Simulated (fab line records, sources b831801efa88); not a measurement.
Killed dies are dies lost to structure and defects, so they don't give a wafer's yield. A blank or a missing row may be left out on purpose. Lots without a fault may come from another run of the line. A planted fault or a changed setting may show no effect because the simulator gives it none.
Tool commonality check | flow sky130 | 13 lots, 39 wafers sampled

WHY IT WAS OPENED
At SKY_VT_ADJUST_NCORE_TW_MEAS_11 the reading VT_ADJUST_NCORE_TW is flagged on 1 of 13 lots. Wafers without a fault read 219.0, standard deviation 1.2.
Rule: a lot is flagged when every wafer of it that has a number lies more than 4 standard deviations from that mean, or none has a number. The other lots count as sound.

lot  | measured     | on            | VT_ADJUST_NCORE_TW, wafer by wafer | flag
L977 | day 8 16:41  | film_metro-02 | 218.4 217.4 218.5                  |
L978 | day 9 02:14  | film_metro-01 | 216.9 217.1 217.8                  |
L979 | day 9 04:08  | film_metro-03 | 219.9 219.7 219.1                  |
L982 | day 10 05:23 | film_metro-03 | 221.5 218.8 219.8                  |
L983 | day 10 10:55 | film_metro-02 | 219.1 217.8 217.2                  |
L984 | day 10 17:19 | film_metro-03 | 219.4 220.0 219.9                  |
L985 | day 10 23:39 | film_metro-03 | 218.9 218.7 218.5                  |
L986 | day 11 05:32 | film_metro-01 | 218.4 218.9 218.8                  |
L987 | day 11 13:07 | film_metro-03 | 219.3 218.9 219.3                  |
L988 | day 11 20:00 | film_metro-02 | 217.7 218.2 216.5                  |
L991 | day 12 15:56 | film_metro-01 | 217.7 218.9 217.8                  |
L993 | day 13 08:25 | film_metro-03 | 30.2 30.0 30.1                     | FLAGGED
L100 | day 15 16:01 | film_metro-02 | 219.5 219.6 220.3                  |
The numbers of the flagged lots are 30.1 on average: -188.9 against the usual, or -99 or more standard deviations.

WHICH TOOL RAN EACH LOT
The record holds 2 process steps before the reading, out of a route of 708 steps. In each cell: the tool, then ch and the chambers that the sampled wafers went through, then the start.
lot  | flag    | SKY_VT_ADJUST_LVTN_STRIP_20          | SKY_VT_ADJUST_NCORE_STRIP_10
L977 |         | plasma_asher-01 ch 0,1, day 7 19:43  | plasma_asher-04 ch 0, day 8 16:35
L978 |         | plasma_asher-03 ch 0,1, day 8 05:10  | plasma_asher-04 ch 0,1, day 9 02:08
L979 |         | plasma_asher-04 ch 0,1, day 8 07:10  | plasma_asher-02 ch 0,1, day 9 04:02
L982 |         | plasma_asher-03 ch 0,1, day 9 06:37  | plasma_asher-01 ch 0,1, day 10 05:17
L983 |         | plasma_asher-01 ch 0,1, day 9 12:04  | plasma_asher-01 ch 0,1, day 10 10:49
L984 |         | plasma_asher-04 ch 0, day 9 17:52    | plasma_asher-02 ch 0,1, day 10 17:13
L985 |         | plasma_asher-04 ch 0,1, day 10 01:04 | plasma_asher-02 ch 1, day 10 23:32
L986 |         | plasma_asher-04 ch 0,1, day 10 05:49 | plasma_asher-04 ch 0,1, day 11 05:26
L987 |         | plasma_asher-03 ch 0,1, day 10 13:37 | plasma_asher-02 ch 0,1, day 11 13:01
L988 |         | plasma_asher-03 ch 0,1, day 10 20:18 | plasma_asher-04 ch 0,1, day 11 19:55
L991 |         | plasma_asher-04 ch 0, day 11 16:16   | plasma_asher-01 ch 0,1, day 12 15:50
L993 | FLAGGED | plasma_asher-03 ch 0,1, day 12 07:49 | plasma_asher-02 ch 0,1, day 13 08:19
L100 |         | plasma_asher-01 ch 0,1, day 14 12:13 | plasma_asher-04 ch 0,1, day 15 15:55
What these steps do:
- SKY_VT_ADJUST_LVTN_STRIP_20: strips in O2/N2.
- SKY_VT_ADJUST_NCORE_STRIP_10: strips in O2/N2.
- SKY_VT_ADJUST_NCORE_TW_MEAS_11

FLAGGED OVER TOTAL, TOOL BY TOOL (the gauges that took the reading come last)
step                           | tool            | lots run | flagged | share of the flagged lots | sound lots run after its first flagged lot
SKY_VT_ADJUST_LVTN_STRIP_20    | plasma_asher-01 | 3        | 0       | none                      | -
SKY_VT_ADJUST_LVTN_STRIP_20    | plasma_asher-03 | 5        | 1       | all                       | 0
SKY_VT_ADJUST_LVTN_STRIP_20    | plasma_asher-04 | 5        | 0       | none                      | -
SKY_VT_ADJUST_NCORE_STRIP_10   | plasma_asher-01 | 3        | 0       | none                      | -
SKY_VT_ADJUST_NCORE_STRIP_10   | plasma_asher-02 | 5        | 1       | all                       | 0
SKY_VT_ADJUST_NCORE_STRIP_10   | plasma_asher-04 | 5        | 0       | none                      | -
SKY_VT_ADJUST_NCORE_TW_MEAS_11 | film_metro-01   | 3        | 0       | none                      | -
SKY_VT_ADJUST_NCORE_TW_MEAS_11 | film_metro-02   | 4        | 0       | none                      | -
SKY_VT_ADJUST_NCORE_TW_MEAS_11 | film_metro-03   | 6        | 1       | all                       | 0

WHAT THE TABLE ALLOWS
3 rows of the table ran every flagged lot: plasma_asher-03 at SKY_VT_ADJUST_LVTN_STRIP_20, plasma_asher-02 at SKY_VT_ADJUST_NCORE_STRIP_10, film_metro-03 at SKY_VT_ADJUST_NCORE_TW_MEAS_11.
- plasma_asher-03 at SKY_VT_ADJUST_LVTN_STRIP_20: 1 of its 5 lots flagged. Its last sound lot is L988 (day 10 20:18), its first flagged lot L993 (day 12 07:49): a fault that began between those two fits. Its own readings lie more than 4 standard deviations out on every wafer of the flagged lots: oes_product_au.
- plasma_asher-02 at SKY_VT_ADJUST_NCORE_STRIP_10: 1 of its 5 lots flagged. Its last sound lot is L987 (day 11 13:01), its first flagged lot L993 (day 13 08:19): a fault that began between those two fits. Its own readings lie more than 4 standard deviations out on every wafer of the flagged lots: strip_time_to_endpoint_s.
- film_metro-03 at SKY_VT_ADJUST_NCORE_TW_MEAS_11: 1 of its 6 lots flagged. Its last sound lot is L987 (day 11 13:07), its first flagged lot L993 (day 13 08:25): a fault that began between those two fits.
Counting lots can't tell these 3 tools apart, because each fits a fault that began at some hour. More lots, or a look at what each step does to the wafer, might.

WHAT THE SIMULATOR HAD PUT IN
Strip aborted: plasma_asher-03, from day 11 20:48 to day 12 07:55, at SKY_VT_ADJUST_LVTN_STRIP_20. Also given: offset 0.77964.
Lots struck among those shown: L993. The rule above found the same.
